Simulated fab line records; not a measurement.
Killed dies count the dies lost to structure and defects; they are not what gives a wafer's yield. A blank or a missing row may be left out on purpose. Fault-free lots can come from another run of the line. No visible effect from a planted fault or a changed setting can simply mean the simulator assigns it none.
Struck lot and sound lot, side by side | flow sky130 | 15 out of 708 route steps
Sound: these wafers, L314.1, L314.2, L314.3. Struck: wafer L321.2 (left out: L321.1, L321.5 of the same lot, which were not struck); the cause appears at the end.
Each step with rows lists, per side, the tool, then ch with its chambers, then its first start. Under that, the readings that differ: sound wafers | struck wafers | difference of the means | sigmas: that difference in standard deviations of wafers without a fault.
alike: words and numbers the same on both sides, and readings whose means are apart by under 2 such deviations; not compared: readings that were withheld, readings missing a value for some wafer, numbers with overlapping values and no deviation given by the record, and bounds like >300 which may hide the same value.
The two part at a step that has a row with sigmas, a row that says differs or no value, or rows on one side only. Non-overlapping numbers with no deviation appear without sigmas and do not part them. A reading missing from all wafers of one side parts the sides only when that side holds two or more wafers.

SKY_VIA2_CMP_02: polishes SiO2.
  sound on cmp-02 ch 0,1,3, day 35 06:33; struck on cmp-02 ch 2, day 37 12:49
  alike: edge_zone_pressure_frac, motor_current_A, platen_rpm, slurry_filter_dp_kPa
SKY_VIA2_BOW_MEAS_03:
  sound on film_metro-03, day 35 06:48; struck on film_metro-03, day 37 13:07
  alike: VIA2_BOW
then, 8 steps without rows for these wafers: SKY_VIA2_DEHYDRATE_04 (time 60 s); SKY_VIA2_HMDS_05 (prime time 60 s); SKY_VIA2_COAT_06 (resist thk 60 nm); SKY_VIA2_COAT_07 (resist thk 450 nm); SKY_VIA2_SOFTBAKE_08 (time 90 s); SKY_VIA2_EXPOSE_09 (exposes mask VIM2, target cd 200 nm); SKY_VIA2_PEB_10; SKY_VIA2_DEVELOP_11 (develop time 60 s).
SKY_VIA2_CD_MEAS_12: the cd target is 200 nm.
  sound on cd_sem-02, day 36 09:36; struck on cd_sem-01, day 38 15:02
  alike: cd_nm
SKY_VIA2_OVL_MEAS_13:
  sound on overlay-02, day 36 09:43; struck on overlay-01, day 38 15:09
  alike: VIA2_OVL
SKY_VIA2_ETCH_14: etches BARC in N2/H2, stops on SiO2, time 45.9 s, target depth 60 nm.
  sound on rie_diel-01 ch 0,1,2, day 36 09:46; struck on rie_diel-01 ch 1, day 38 15:11
  reading               | sound             | struck | difference | sigmas
  oes_product_au (a.u.) | 0.856 0.861 0.862 | 0.827  | -0.033     | -7
  run_length_s (s)      | 74.20 74.67 74.83 | 77.62  | +3.05      | +12
  alike: bias_w, drypump_motor_current_A, throttle_valve_pct
  not compared: rf_hours_counter_h
SKY_VIA2_ETCH_15: etches SiO2 in C4F8/O2/Ar, stops on TiN, target depth 546 nm, time 84 s.
  sound on rie_diel-01 ch 0,1,2, day 36 09:48; struck on rie_diel-01 ch 1, day 38 15:14
  alike: bias_w, oes_product_au, run_length_s
  not compared: rf_hours_counter_h
-- the record jumps here: 9 days lie between the struck wafers' starts before and after (it left off in module VIA2 and takes up again in module PAD_OPEN, whose first step shown is number 708 of the route) --
SKY_PAD_OPEN_PROBE_99:
  sound on prober-01, day 46 01:04; struck on prober-01, day 47 19:46
  alike: defect_limited_yield, killed_at_M0_to_M3, killed_at_M4_up, killed_at_contacts, killed_at_front_end, killed_at_other, killed_dies, killed_open, killed_short, sort_bin_3_pad_short, sort_bin_5_function, sort_bin_6_memory, sort_n_pass, sort_yield_pct

WHERE THEY PART
Within this record, at SKY_VIA2_ETCH_14 only. Later steps at which nothing parts them and some readings are alike: SKY_VIA2_ETCH_15, SKY_PAD_OPEN_PROBE_99.

WHY: whatever the simulator had introduced
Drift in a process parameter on rie_diel-01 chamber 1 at SKY_VIA2_ETCH_14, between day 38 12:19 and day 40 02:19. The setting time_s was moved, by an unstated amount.
